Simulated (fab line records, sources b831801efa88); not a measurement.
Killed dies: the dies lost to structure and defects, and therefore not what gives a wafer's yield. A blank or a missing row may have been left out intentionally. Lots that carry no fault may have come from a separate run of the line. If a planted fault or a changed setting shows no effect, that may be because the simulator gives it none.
2 desks looking at one fault | flow sky130 | what lay behind the numbers comes last; until then each desk has only its own

== FOR THE TOOL OWNER'S DESK: implanter-03 ==
SKY_PWDE_IMPLANT_08, tool's own readings: per-lot mean of the sampled wafers with a number, covering each lot this tool ran. A lot is out of limits, marked OUT, if its mean lies more than 4 standard deviations from the usual mean; the brackets give that distance.
Columns: A = dose-ions-cm2 at SKY_PWDE_IMPLANT_08, usual 3.6e+12
lot  | first seen here | A
L445 | day 3 16:17     | 3.6e+12
L450 | day 5 01:10     | 3.6e+12
L453 | day 5 16:59     | 3.5e+12 (-36) OUT
L455 | day 6 03:43     | 3.5e+12 (-35) OUT
L456 | day 6 09:52     | 3.5e+12 (-36) OUT
L466 | day 8 17:26     | 3.6e+12
L468 | day 9 02:18     | 3.6e+12
This desk finds L453, L455, L456 out of limits, L453 being first, at day 5 16:59 (dose-ions-cm2 at SKY_PWDE_IMPLANT_08). Within limits: L445, L450, L466, L468.

== THE METROLOGY DESK ==
Lot by lot, what the gauges showed, no matter which tool ran the lot: averages of those sampled wafers that carry a number. A lot is out of limits, marked OUT, if its mean lies more than 4 standard deviations from the usual mean; the brackets give that distance.
Columns: A = cd-nm at SKY_FIELD_ISO_CD_MEAS_13, usual 150.0 nm; B = NWELL_OXIDATION_THK at SKY_NWELL_THK_MEAS_02, usual 10.09 nm; C = DNWELL_TW at SKY_DNWELL_TW_MEAS_09, usual 1109; D = PWDE_RS at SKY_NWELL_RS_MEAS_31, usual 5279 ohm/sq
lot  | first seen here | A     | B     | C    | D
L445 | day 2 02:49     | 149.1 | 10.02 | 1115 | 5288
L446 | day 2 11:47     | 148.7 | 9.91  | 1096 | 5282
L450 | day 3 08:17     | 147.9 | 9.89  | 1094 | 5268
L451 | day 3 11:23     | 149.5 | 10.00 | 1090 | 5282
L453 | day 3 20:47     | 149.2 | 9.98  | 1115 | 5455 (+8.8) OUT
L455 | day 4 10:01     | 148.8 | 9.64  | 1089 | 5429 (+7.5) OUT
L456 | day 4 14:49     | 151.8 | 10.20 | 1125 | 5411 (+6.6) OUT
L457 | day 4 21:26     | 149.0 | 10.21 | 1094 | 5247
L461 | day 5 16:32     | 149.8 | 10.05 | 1106 | 5286
L463 | day 6 03:40     | 149.7 | 10.03 | 1121 | 5297
L466 | day 6 19:23     | 151.2 | 10.22 | 1106 | 5281
L467 | day 6 21:40     | 148.0 | 10.28 | 1124 | 5325
L468 | day 7 02:41     | 151.0 | 10.16 | 1114 | 5264
Per this desk, out of limits: L453, L455, L456; the first was L453, day 7 08:46 (PWDE_RS at SKY_NWELL_RS_MEAS_31). Within limits: L445, L446, L450, L451, L457, L461, L463, L466, L467, L468.

== ALL TOGETHER ==
At day 5 16:59, on L453, L455, L456, the tool owner's desk was in a position to raise an alarm.
On L453, L455, L456, the metrology desk was in a position to raise an alarm at day 7 08:46.
Of the lots named, all ran SKY_PWDE_IMPLANT_08 on implanter-03.

== WHAT HAD BEEN PUT IN BY THE SIMULATOR ==
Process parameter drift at SKY_PWDE_IMPLANT_08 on implanter-03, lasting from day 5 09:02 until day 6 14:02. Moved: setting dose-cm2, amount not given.
Struck lots among those shown: L453, L455, L456.
Time in hours from fault onset to the first out-of-limits reading at each desk: tool owner's desk 8, metrology desk 48.
